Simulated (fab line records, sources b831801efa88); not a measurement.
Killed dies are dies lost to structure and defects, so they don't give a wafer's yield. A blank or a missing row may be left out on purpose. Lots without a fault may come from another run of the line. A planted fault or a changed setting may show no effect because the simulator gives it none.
Which tool did it? | flow gf180mcu | 7 lots, 20 wafers sampled, at 2 steps of a route of 602

WHAT THE GAUGES READ, wafer by wafer
GF_MIM_THK_MEAS_06.
lot  | measured     | on            | MIM_CVD_05_THK (nm)
L513 | day 26 02:44 | film_metro-04 | 42.6 42.2 42.5
L516 | day 26 18:15 | film_metro-02 | 42.3 42.5 42.0
L517 | day 26 23:34 | film_metro-03 | 42.2 43.0 42.1
L519 | day 27 18:33 | film_metro-04 | 41.9 41.7 42.4
L521 | day 28 11:15 | film_metro-03 | 41.4 41.5 41.5
L523 | day 29 00:53 | film_metro-04 | 41.9 42.7 42.2
L527 | day 30 02:57 | film_metro-04 | 59.6 42.4

WHICH TOOL RAN EACH LOT (tool, then ch and the chambers of the sampled wafers, then the start)
lot  | GF_MIM_CVD_05
L513 | pecvd-04 ch 0,1,2, day 26 02:41
L516 | pecvd-02 ch 0,1,2, day 26 18:13
L517 | pecvd-04 ch 0,1,2, day 26 23:31
L519 | pecvd-04 ch 1,2, day 27 18:31
L521 | pecvd-01 ch 1,2, day 28 11:13
L523 | pecvd-01 ch 1,2, day 29 00:51
L527 | pecvd-01 ch 0,1, day 30 02:55
- GF_MIM_CVD_05: deposits Si3N4, target thk 42 nm, time 29.086 s.

THE ANSWER, worked out from the rows above alone
Rule: what is usual is taken from the lots themselves. Put in order of their means at a reading, lots are off if they are a third of the lots or fewer, leave a main group of 4 or more, and stand apart from it by a gap of 3 or more times the standard deviation of the main group's means; of several such gaps the widest counts. A main group whose means are all the same, to the digits that the tables above print for the reading, isn't used. A lot without any number at a reading at which 4 lots or more have one is off too. The other lots that the step has rows for count as sound.
Off: L527, at GF_MIM_THK_MEAS_06 (MIM_CVD_05_THK). The main group: mean 42.1 nm, standard deviation 0.34.
A tool fits if, at a process step before that reading, it ran every lot that is off, and no sound lot after the first of them. The gauges at GF_MIM_THK_MEAS_06 are tried like those tools. Can't be told from this: 2 tools fit, pecvd-01 at GF_MIM_CVD_05, film_metro-04 at GF_MIM_THK_MEAS_06.

WHAT THE SIMULATOR HAD PUT IN
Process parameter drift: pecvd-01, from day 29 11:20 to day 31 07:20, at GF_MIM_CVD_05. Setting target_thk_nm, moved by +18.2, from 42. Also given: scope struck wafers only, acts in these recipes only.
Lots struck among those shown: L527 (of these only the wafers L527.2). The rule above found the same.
